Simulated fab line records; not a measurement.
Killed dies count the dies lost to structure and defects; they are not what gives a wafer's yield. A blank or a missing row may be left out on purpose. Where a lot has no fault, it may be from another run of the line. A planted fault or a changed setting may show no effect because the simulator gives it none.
Which tool was responsible? :: flow sky130 :: 72 wafers from 24 lots sampled at 6 of the route's 708 steps

## WHAT THE GAUGES SHOWED, per wafer
SKY_VIA1_OVL_MEAS_13.
lot: L074
measured: day 33 22:54
on: overlay-02
VIA1_OVL (nm): -3 -7 -7

lot: L075
measured: day 34 02:33
on: overlay-01
VIA1_OVL (nm): -6 -4 -7

lot: L076
measured: day 34 19:09
on: overlay-01
VIA1_OVL (nm): -10 -2 -6

lot: L078
measured: day 35 09:22
on: overlay-02
VIA1_OVL (nm): -3 0 -1

lot: L077
measured: day 35 07:19
on: overlay-01
VIA1_OVL (nm): 2 9 -4

lot: L079
measured: day 35 21:41
on: overlay-02
VIA1_OVL (nm): 1 0 -4

lot: L080
measured: day 36 05:37
on: overlay-01
VIA1_OVL (nm): -2 -1 -10

lot: L081
measured: day 36 20:16
on: overlay-01
VIA1_OVL (nm): 5 1 3

lot: L082
measured: day 36 22:55
on: overlay-01
VIA1_OVL (nm): -6 -10 -1

lot: L083
measured: day 37 02:46
on: overlay-02
VIA1_OVL (nm): -4 -1 -2

lot: L084
measured: day 37 11:25
on: overlay-02
VIA1_OVL (nm): -10 -7 -13

lot: L085
measured: day 37 21:04
on: overlay-01
VIA1_OVL (nm): -1 8 -2

lot: L087
measured: day 38 11:32
on: overlay-02
VIA1_OVL (nm): 1 5 -7

lot: L086
measured: day 38 11:26
on: overlay-01
VIA1_OVL (nm): 2 3 5

lot: L088
measured: day 39 01:39
on: overlay-02
VIA1_OVL (nm): -8 -5 -4

lot: L090
measured: day 39 05:45
on: overlay-02
VIA1_OVL (nm): -10 -4 -7

lot: L089
measured: day 39 06:56
on: overlay-01
VIA1_OVL (nm): 0 -6 -2

lot: L091
measured: day 39 10:19
on: overlay-02
VIA1_OVL (nm): 2 -2 2

lot: L092
measured: day 39 21:00
on: overlay-01
VIA1_OVL (nm): -6 3 0

lot: L093
measured: day 40 01:07
on: overlay-02
VIA1_OVL (nm): 3 1 6

lot: L095
measured: day 40 10:36
on: overlay-02
VIA1_OVL (nm): 2 -8 -3

lot: L094
measured: day 40 18:06
on: overlay-02
VIA1_OVL (nm): 4 -3 8

lot: L096
measured: day 41 03:25
on: overlay-01
VIA1_OVL (nm): -6 -2 -13

lot: L097
measured: day 41 03:14
on: overlay-02
VIA1_OVL (nm): -7 -1 -2

SKY_VIA2_OVL_MEAS_13.
lot: L074
measured: day 36 06:52
on: overlay-02
VIA2_OVL (nm): 3 -3 -4

lot: L075
measured: day 36 10:57
on: overlay-02
VIA2_OVL (nm): -16 -11 -3

lot: L076
measured: day 37 02:18
on: overlay-02
VIA2_OVL (nm): -2 -5 -5

lot: L078
measured: day 37 16:24
on: overlay-01
VIA2_OVL (nm): -9 -4 -10

lot: L077
measured: day 37 14:58
on: overlay-02
VIA2_OVL (nm): -2 4 -8

lot: L079
measured: day 38 04:26
on: overlay-01
VIA2_OVL (nm): -6 -10 0

lot: L080
measured: day 38 12:35
on: overlay-01
VIA2_OVL (nm): 11 -3 1

lot: L081
measured: day 39 02:10
on: overlay-01
VIA2_OVL (nm): -4 7 -9

lot: L082
measured: day 39 05:03
on: overlay-01
VIA2_OVL (nm): -4 -16 -12

lot: L083
measured: day 39 09:19
on: overlay-02
VIA2_OVL (nm): -7 2 -16

lot: L084
measured: day 39 17:05
on: overlay-02
VIA2_OVL (nm): -4 1 -2

lot: L085
measured: day 40 02:07
on: overlay-02
VIA2_OVL (nm): -11 -13 -5

lot: L087
measured: day 40 14:46
on: overlay-01
VIA2_OVL (nm): -6 -2 -6

lot: L086
measured: day 40 14:33
on: overlay-02
VIA2_OVL (nm): -1 7 4

lot: L088
measured: day 41 06:25
on: overlay-02
VIA2_OVL (nm): -4 -7 -7

lot: L090
measured: day 41 10:01
on: overlay-01
VIA2_OVL (nm): 3 -7 2

lot: L089
measured: day 41 11:13
on: overlay-01
VIA2_OVL (nm): 0 -6 1

lot: L091
measured: day 41 13:02
on: overlay-01
VIA2_OVL (nm): -3 8 -4

lot: L092
measured: day 42 01:54
on: overlay-02
VIA2_OVL (nm): -8 -1 -7

lot: L093
measured: day 42 03:39
on: overlay-02
VIA2_OVL (nm): -11 -10 -18

lot: L095
measured: day 42 16:33
on: overlay-02
VIA2_OVL (nm): 1 -1 1

lot: L094
measured: day 42 21:03
on: overlay-02
VIA2_OVL (nm): -5 2 7

lot: L096
measured: day 43 04:41
on: overlay-01
VIA2_OVL (nm): -3 -4 5

lot: L097
measured: day 43 04:02
on: overlay-02
VIA2_OVL (nm): -9 1 -3

SKY_VIA4_OVL_MEAS_11.
lot: L074
measured: day 42 18:47
on: overlay-01
VIA4_OVL (nm): -2.0 -1.8 -0.1

lot: L075
measured: day 42 21:18
on: overlay-02
VIA4_OVL (nm): -1.9 -1.7 -1.3

lot: L076
measured: day 43 12:50
on: overlay-01
VIA4_OVL (nm): -3.1 -3.1 -3.3

lot: L078
measured: day 44 02:09
on: overlay-02
VIA4_OVL (nm): -0.6 -1.1 -1.3

lot: L077
measured: day 43 22:32
on: overlay-02
VIA4_OVL (nm): 0.9 -1.8 -0.4

lot: L079
measured: day 44 10:54
on: overlay-01
VIA4_OVL (nm): 0.8 -1.4 -0.8

lot: L080
measured: day 44 17:28
on: overlay-01
VIA4_OVL (nm): -2.1 -1.6 -0.6

lot: L081
measured: day 45 06:51
on: overlay-02
VIA4_OVL (nm): 0.2 -0.5 -1.5

lot: L082
measured: day 45 07:51
on: overlay-01
VIA4_OVL (nm): 0.5 -0.4 1.1

lot: L083
measured: day 45 13:19
on: overlay-01
VIA4_OVL (nm): -2.2 -1.0 -0.2

lot: L084
measured: day 45 18:34
on: overlay-02
VIA4_OVL (nm): -0.5 -0.1 -2.2

lot: L085
measured: day 45 23:14
on: overlay-02
VIA4_OVL (nm): -2.8 -0.5 -0.8

lot: L087
measured: day 46 12:14
on: overlay-01
VIA4_OVL (nm): -2.5 -0.5 -1.7

lot: L086
measured: day 46 11:37
on: overlay-02
VIA4_OVL (nm): -0.5 -0.5 -1.3

lot: L088
measured: day 47 01:39
on: overlay-01
VIA4_OVL (nm): -1.1 -0.1 0.8

lot: L090
measured: day 47 04:38
on: overlay-02
VIA4_OVL (nm): -0.2 -2.2 -1.1

lot: L089
measured: day 47 07:18
on: overlay-01
VIA4_OVL (nm): 1.4 1.4 0.0

lot: L091
measured: day 47 10:40
on: overlay-01
VIA4_OVL (nm): -1.4 0.2 -1.0

lot: L092
measured: day 47 17:31
on: overlay-02
VIA4_OVL (nm): -1.7 -0.3 -2.4

lot: L093
measured: day 47 20:01
on: overlay-01
VIA4_OVL (nm): -0.6 -0.5 0.4

lot: L095
measured: day 48 06:41
on: overlay-01
VIA4_OVL (nm): -1.8 0.6 -1.9

lot: L094
measured: day 48 11:17
on: overlay-02
VIA4_OVL (nm): -3.1 -3.4 -1.5

lot: L096
measured: day 48 17:42
on: overlay-02
VIA4_OVL (nm): 0.5 -1.1 0.0

lot: L097
measured: day 48 15:35
on: overlay-02
VIA4_OVL (nm): 0.5 0.9 -0.5

## EACH LOT AND THE TOOL THAT RAN IT (in order: tool; ch and the chambers of the sampled wafers; start)
lot: L074
SKY_SONOS_ONO_STRIP_17: plasma-asher-02 ch 0,1, day 12 14:58
SKY_METAL1_ETCH_18: rie-metal-02 ch 0,1, day 32 19:10
SKY_METAL2_SPUTTER_04: pvd-sputter-04, day 34 00:20

lot: L075
SKY_SONOS_ONO_STRIP_17: plasma-asher-02 ch 0,1, day 12 22:25
SKY_METAL1_ETCH_18: rie-metal-02 ch 0,1, day 32 23:01
SKY_METAL2_SPUTTER_04: pvd-sputter-04, day 34 03:59

lot: L076
SKY_SONOS_ONO_STRIP_17: plasma-asher-03 ch 0,1, day 13 04:34
SKY_METAL1_ETCH_18: rie-metal-04 ch 0,1, day 33 15:01
SKY_METAL2_SPUTTER_04: pvd-sputter-01, day 34 20:37

lot: L078
SKY_SONOS_ONO_STRIP_17: plasma-asher-02 ch 0,1, day 13 23:28
SKY_METAL1_ETCH_18: rie-metal-02 ch 0,1, day 34 06:02
SKY_METAL2_SPUTTER_04: pvd-sputter-04, day 35 10:49

lot: L077
SKY_SONOS_ONO_STRIP_17: plasma-asher-01 ch 0,1, day 13 23:42
SKY_METAL1_ETCH_18: rie-metal-01 ch 0,1, day 34 03:03
SKY_METAL2_SPUTTER_04: pvd-sputter-01, day 35 08:47

lot: L079
SKY_SONOS_ONO_STRIP_17: plasma-asher-02 ch 0,1, day 14 09:28
SKY_METAL1_ETCH_18: rie-metal-02 ch 0,1, day 34 18:17
SKY_METAL2_SPUTTER_04: pvd-sputter-01, day 35 23:27

lot: L080
SKY_SONOS_ONO_STRIP_17: plasma-asher-03 ch 0,1, day 14 23:08
SKY_METAL1_ETCH_18: rie-metal-04 ch 0,1, day 35 01:47
SKY_METAL2_SPUTTER_04: pvd-sputter-01, day 36 07:23

lot: L081
SKY_SONOS_ONO_STRIP_17: plasma-asher-02 ch 0,1, day 15 09:03
SKY_METAL1_ETCH_18: rie-metal-04 ch 0,1, day 35 16:59
SKY_METAL2_SPUTTER_04: pvd-sputter-01, day 36 21:45

lot: L082
SKY_SONOS_ONO_STRIP_17: plasma-asher-01 ch 0,1, day 15 09:08
SKY_METAL1_ETCH_18: rie-metal-02 ch 0,1, day 35 18:46
SKY_METAL2_SPUTTER_04: pvd-sputter-01, day 37 00:22

lot: L083
SKY_SONOS_ONO_STRIP_17: plasma-asher-03 ch 0,1, day 15 14:09
SKY_METAL1_ETCH_18: rie-metal-01 ch 0,1, day 35 23:56
SKY_METAL2_SPUTTER_04: pvd-sputter-02, day 37 04:11

lot: L084
SKY_SONOS_ONO_STRIP_17: plasma-asher-02 ch 0,1, day 15 23:34
SKY_METAL1_ETCH_18: rie-metal-01 ch 0,1, day 36 07:56
SKY_METAL2_SPUTTER_04: pvd-sputter-02, day 37 12:52

lot: L085
SKY_SONOS_ONO_STRIP_17: plasma-asher-02 ch 0,1, day 16 15:52
SKY_METAL1_ETCH_18: rie-metal-04 ch 0,1, day 36 17:46
SKY_METAL2_SPUTTER_04: pvd-sputter-04, day 37 22:36

lot: L087
SKY_SONOS_ONO_STRIP_17: plasma-asher-03 ch 0,1, day 17 06:16
SKY_METAL1_ETCH_18: rie-metal-04 ch 0,1, day 37 08:47
SKY_METAL2_SPUTTER_04: pvd-sputter-02, day 38 13:04

lot: L086
SKY_SONOS_ONO_STRIP_17: plasma-asher-02 ch 0,1, day 17 06:27
SKY_METAL1_ETCH_18: rie-metal-02 ch 0,1, day 37 08:28
SKY_METAL2_SPUTTER_04: pvd-sputter-01, day 38 12:57

lot: L088
SKY_SONOS_ONO_STRIP_17: plasma-asher-03 ch 0,1, day 18 02:13
SKY_METAL1_ETCH_18: rie-metal-04 ch 0,1, day 37 23:02
SKY_METAL2_SPUTTER_04: pvd-sputter-01, day 39 03:14

lot: L090
SKY_SONOS_ONO_STRIP_17: plasma-asher-02 ch 0,1, day 18 10:30
SKY_METAL1_ETCH_18: rie-metal-04 ch 0,1, day 38 03:32
SKY_METAL2_SPUTTER_04: pvd-sputter-01, day 39 07:53

lot: L089
SKY_SONOS_ONO_STRIP_17: plasma-asher-03 ch 0,1, day 18 11:06
SKY_METAL1_ETCH_18: rie-metal-04 ch 0,1, day 38 04:56
SKY_METAL2_SPUTTER_04: pvd-sputter-02, day 39 08:22

lot: L091
SKY_SONOS_ONO_STRIP_17: plasma-asher-03 ch 0,1, day 18 16:28
SKY_METAL1_ETCH_18: rie-metal-01 ch 0,1, day 38 08:00
SKY_METAL2_SPUTTER_04: pvd-sputter-01, day 39 11:44

lot: L092
SKY_SONOS_ONO_STRIP_17: plasma-asher-02 ch 0,1, day 19 05:47
SKY_METAL1_ETCH_18: rie-metal-01 ch 0,1, day 38 19:22
SKY_METAL2_SPUTTER_04: pvd-sputter-02, day 39 22:28

lot: L093
SKY_SONOS_ONO_STRIP_17: plasma-asher-01 ch 0,1, day 19 06:01
SKY_METAL1_ETCH_18: rie-metal-02 ch 0,1, day 38 23:14
SKY_METAL2_SPUTTER_04: pvd-sputter-02, day 40 02:33

lot: L095
SKY_SONOS_ONO_STRIP_17: plasma-asher-03 ch 0,1, day 20 01:04
SKY_METAL1_ETCH_18: rie-metal-04 ch 0,1, day 39 08:07
SKY_METAL2_SPUTTER_04: pvd-sputter-01, day 40 12:03

lot: L094
SKY_SONOS_ONO_STRIP_17: plasma-asher-03 ch 0,1, day 20 04:47
SKY_METAL1_ETCH_18: rie-metal-01 ch 0,1, day 39 16:01
SKY_METAL2_SPUTTER_04: pvd-sputter-04, day 40 19:33

lot: L096
SKY_SONOS_ONO_STRIP_17: plasma-asher-03 ch 0,1, day 20 07:57
SKY_METAL1_ETCH_18: rie-metal-02 ch 0,1, day 40 00:05
SKY_METAL2_SPUTTER_04: pvd-sputter-04, day 41 05:20

lot: L097
SKY_SONOS_ONO_STRIP_17: plasma-asher-02 ch 0,1, day 20 14:23
SKY_METAL1_ETCH_18: rie-metal-01 ch 0,1, day 39 23:04
SKY_METAL2_SPUTTER_04: pvd-sputter-01, day 41 05:02
- SKY_SONOS_ONO_STRIP_17: strips in O2/N2.
- SKY_METAL1_ETCH_18: etches BARC in N2/H2, stops on SiO2, time 45.9 s, target depth 60 nm.
- SKY_METAL2_SPUTTER_04: material TiN, target thk 70 nm, time 58.3 s.

## WHAT THE TOOLS THEMSELVES READ (means of the sampled wafers that have a number; where no wafer has one, the mark that the record gives instead)
SKY_SONOS_ONO_STRIP_17.
lot: L074
tool: plasma-asher-02
drypump-motor-current-A (A): 5.6
oes-product-au (a.u.): 0.707
strip-time-to-endpoint-s (s): 14.11

lot: L075
tool: plasma-asher-02
drypump-motor-current-A (A): 5.7
oes-product-au (a.u.): 0.709
strip-time-to-endpoint-s (s): 14.13

lot: L076
tool: plasma-asher-03
drypump-motor-current-A (A): 5.4
oes-product-au (a.u.): 0.714
strip-time-to-endpoint-s (s): 14.14

lot: L078
tool: plasma-asher-02
drypump-motor-current-A (A): 6.0
oes-product-au (a.u.): 0.713
strip-time-to-endpoint-s (s): 14.15

lot: L077
tool: plasma-asher-01
drypump-motor-current-A (A): 5.6
oes-product-au (a.u.): 0.711
strip-time-to-endpoint-s (s): 14.09

lot: L079
tool: plasma-asher-02
drypump-motor-current-A (A): 6.0
oes-product-au (a.u.): 0.712
strip-time-to-endpoint-s (s): 14.09

lot: L080
tool: plasma-asher-03
drypump-motor-current-A (A): 5.3
oes-product-au (a.u.): 0.705
strip-time-to-endpoint-s (s): 14.07

lot: L081
tool: plasma-asher-02
drypump-motor-current-A (A): 6.0
oes-product-au (a.u.): 0.704
strip-time-to-endpoint-s (s): 14.13

lot: L082
tool: plasma-asher-01
drypump-motor-current-A (A): 5.9
oes-product-au (a.u.): 0.706
strip-time-to-endpoint-s (s): 14.10

lot: L083
tool: plasma-asher-03
drypump-motor-current-A (A): 5.4
oes-product-au (a.u.): 0.709
strip-time-to-endpoint-s (s): 14.05

lot: L084
tool: plasma-asher-02
drypump-motor-current-A (A): 5.6
oes-product-au (a.u.): 0.711
strip-time-to-endpoint-s (s): 14.18

lot: L085
tool: plasma-asher-02
drypump-motor-current-A (A): 5.6
oes-product-au (a.u.): 0.710
strip-time-to-endpoint-s (s): 14.24

lot: L087
tool: plasma-asher-03
drypump-motor-current-A (A): 5.3
oes-product-au (a.u.): 0.712
strip-time-to-endpoint-s (s): 14.18

lot: L086
tool: plasma-asher-02
drypump-motor-current-A (A): 6.0
oes-product-au (a.u.): 0.714
strip-time-to-endpoint-s (s): 14.11

lot: L088
tool: plasma-asher-03
drypump-motor-current-A (A): 5.3
oes-product-au (a.u.): 0.713
strip-time-to-endpoint-s (s): 14.13

lot: L090
tool: plasma-asher-02
drypump-motor-current-A (A): 5.7
oes-product-au (a.u.): 0.711
strip-time-to-endpoint-s (s): 14.15

lot: L089
tool: plasma-asher-03
drypump-motor-current-A (A): 5.3
oes-product-au (a.u.): 0.710
strip-time-to-endpoint-s (s): 14.16

lot: L091
tool: plasma-asher-03
drypump-motor-current-A (A): 5.4
oes-product-au (a.u.): 0.709
strip-time-to-endpoint-s (s): 14.17

lot: L092
tool: plasma-asher-02
drypump-motor-current-A (A): 5.7
oes-product-au (a.u.): 0.708
strip-time-to-endpoint-s (s): 14.12

lot: L093
tool: plasma-asher-01
drypump-motor-current-A (A): 5.6
oes-product-au (a.u.): 0.712
strip-time-to-endpoint-s (s): 14.20

lot: L095
tool: plasma-asher-03
drypump-motor-current-A (A): 5.4
oes-product-au (a.u.): 0.710
strip-time-to-endpoint-s (s): 14.16

lot: L094
tool: plasma-asher-03
drypump-motor-current-A (A): 5.3
oes-product-au (a.u.): 0.715
strip-time-to-endpoint-s (s): 14.18

lot: L096
tool: plasma-asher-03
drypump-motor-current-A (A): 5.3
oes-product-au (a.u.): 0.714
strip-time-to-endpoint-s (s): 14.09

lot: L097
tool: plasma-asher-02
drypump-motor-current-A (A): 5.6
oes-product-au (a.u.): 0.711
strip-time-to-endpoint-s (s): 14.12

SKY_METAL1_ETCH_18.
lot: L074
tool: rie-metal-02
drypump-motor-current-A (A): 6.0
oes-product-au (a.u.): 0.854
throttle-valve-pct (%): 13.225

lot: L075
tool: rie-metal-02
drypump-motor-current-A (A): 6.0
oes-product-au (a.u.): 0.849
throttle-valve-pct (%): 13.223

lot: L076
tool: rie-metal-04
drypump-motor-current-A (A): 5.6
oes-product-au (a.u.): 0.854
throttle-valve-pct (%): 13.220

lot: L078
tool: rie-metal-02
drypump-motor-current-A (A): 5.8
oes-product-au (a.u.): 0.855
throttle-valve-pct (%): 13.230

lot: L077
tool: rie-metal-01
drypump-motor-current-A (A): 5.6
oes-product-au (a.u.): 0.855
throttle-valve-pct (%): 13.223

lot: L079
tool: rie-metal-02
drypump-motor-current-A (A): 5.8
oes-product-au (a.u.): 0.857
throttle-valve-pct (%): 13.225

lot: L080
tool: rie-metal-04
drypump-motor-current-A (A): 5.6
oes-product-au (a.u.): 0.853
throttle-valve-pct (%): 13.226

lot: L081
tool: rie-metal-04
drypump-motor-current-A (A): 5.6
oes-product-au (a.u.): 0.858
throttle-valve-pct (%): 13.228

lot: L082
tool: rie-metal-02
drypump-motor-current-A (A): 5.8
oes-product-au (a.u.): 0.853
throttle-valve-pct (%): 13.225

lot: L083
tool: rie-metal-01
drypump-motor-current-A (A): 5.9
oes-product-au (a.u.): 0.856
throttle-valve-pct (%): 13.223

lot: L084
tool: rie-metal-01
drypump-motor-current-A (A): 5.7
oes-product-au (a.u.): 0.856
throttle-valve-pct (%): 13.219

lot: L085
tool: rie-metal-04
drypump-motor-current-A (A): 5.8
oes-product-au (a.u.): 0.856
throttle-valve-pct (%): 13.226

lot: L087
tool: rie-metal-04
drypump-motor-current-A (A): 5.6
oes-product-au (a.u.): 0.858
throttle-valve-pct (%): 13.218

lot: L086
tool: rie-metal-02
drypump-motor-current-A (A): 5.7
oes-product-au (a.u.): 0.855
throttle-valve-pct (%): 13.229

lot: L088
tool: rie-metal-04
drypump-motor-current-A (A): 5.6
oes-product-au (a.u.): 0.856
throttle-valve-pct (%): 13.226

lot: L090
tool: rie-metal-04
drypump-motor-current-A (A): 5.8
oes-product-au (a.u.): 0.853
throttle-valve-pct (%): 13.227

lot: L089
tool: rie-metal-04
drypump-motor-current-A (A): 5.6
oes-product-au (a.u.): 0.855
throttle-valve-pct (%): 13.211

lot: L091
tool: rie-metal-01
drypump-motor-current-A (A): 5.9
oes-product-au (a.u.): 0.855
throttle-valve-pct (%): 13.221

lot: L092
tool: rie-metal-01
drypump-motor-current-A (A): 6.0
oes-product-au (a.u.): 0.855
throttle-valve-pct (%): 13.229

lot: L093
tool: rie-metal-02
drypump-motor-current-A (A): 6.0
oes-product-au (a.u.): 0.864
throttle-valve-pct (%): 13.228

lot: L095
tool: rie-metal-04
drypump-motor-current-A (A): 5.6
oes-product-au (a.u.): 0.852
throttle-valve-pct (%): 13.223

lot: L094
tool: rie-metal-01
drypump-motor-current-A (A): 5.9
oes-product-au (a.u.): 0.856
throttle-valve-pct (%): 13.226

lot: L096
tool: rie-metal-02
drypump-motor-current-A (A): 6.0
oes-product-au (a.u.): 0.859
throttle-valve-pct (%): 13.219

lot: L097
tool: rie-metal-01
drypump-motor-current-A (A): 5.9
oes-product-au (a.u.): 0.854
throttle-valve-pct (%): 13.222

SKY_METAL2_SPUTTER_04.
lot: L074
tool: pvd-sputter-04
throttle-valve-pct (%): 29.3

lot: L075
tool: pvd-sputter-04
throttle-valve-pct (%): 30.3

lot: L076
tool: pvd-sputter-01
throttle-valve-pct (%): 29.8

lot: L078
tool: pvd-sputter-04
throttle-valve-pct (%): 29.4

lot: L077
tool: pvd-sputter-01
throttle-valve-pct (%): 30.4

lot: L079
tool: pvd-sputter-01
throttle-valve-pct (%): 29.9

lot: L080
tool: pvd-sputter-01
throttle-valve-pct (%): 29.8

lot: L081
tool: pvd-sputter-01
throttle-valve-pct (%): 29.7

lot: L082
tool: pvd-sputter-01
throttle-valve-pct (%): 30.0

lot: L083
tool: pvd-sputter-02
throttle-valve-pct (%): 30.0

lot: L084
tool: pvd-sputter-02
throttle-valve-pct (%): 30.0

lot: L085
tool: pvd-sputter-04
throttle-valve-pct (%): 29.9

lot: L087
tool: pvd-sputter-02
throttle-valve-pct (%): 30.1

lot: L086
tool: pvd-sputter-01
throttle-valve-pct (%): 30.7

lot: L088
tool: pvd-sputter-01
throttle-valve-pct (%): 30.4

lot: L090
tool: pvd-sputter-01
throttle-valve-pct (%): 30.7

lot: L089
tool: pvd-sputter-02
throttle-valve-pct (%): 30.3

lot: L091
tool: pvd-sputter-01
throttle-valve-pct (%): 30.6

lot: L092
tool: pvd-sputter-02
throttle-valve-pct (%): 30.2

lot: L093
tool: pvd-sputter-02
throttle-valve-pct (%): 30.4

lot: L095
tool: pvd-sputter-01
throttle-valve-pct (%): 30.6

lot: L094
tool: pvd-sputter-04
throttle-valve-pct (%): 30.3

lot: L096
tool: pvd-sputter-04
throttle-valve-pct (%): 29.9

lot: L097
tool: pvd-sputter-01
throttle-valve-pct (%): 29.2

## THE ANSWER, worked out from the rows above alone
Rule: what is usual is taken from the lots themselves. Put in order of their means at a reading, lots are off if they are a third of the lots or fewer, leave a main group of 4 or more, and stand apart from it by a gap of 3 or more times the standard deviation of the main group's means; of several such gaps the widest counts. If all means in a main group match to the digits the tables above print for the reading, that group is not used. Also off: a lot with no number at a reading for which 4 or more lots have one. The other lots that the step has rows for count as sound. First the gauges in route order, then the tools' own readings, where a lot's mean is used as printed above. The first step at which some lot is off is used, and at that step the reading that is off furthest; a lot without a number counts as furthest.
No lot is off at any reading shown: from this, nothing can be told.

## WHAT THE SIMULATOR PUT IN
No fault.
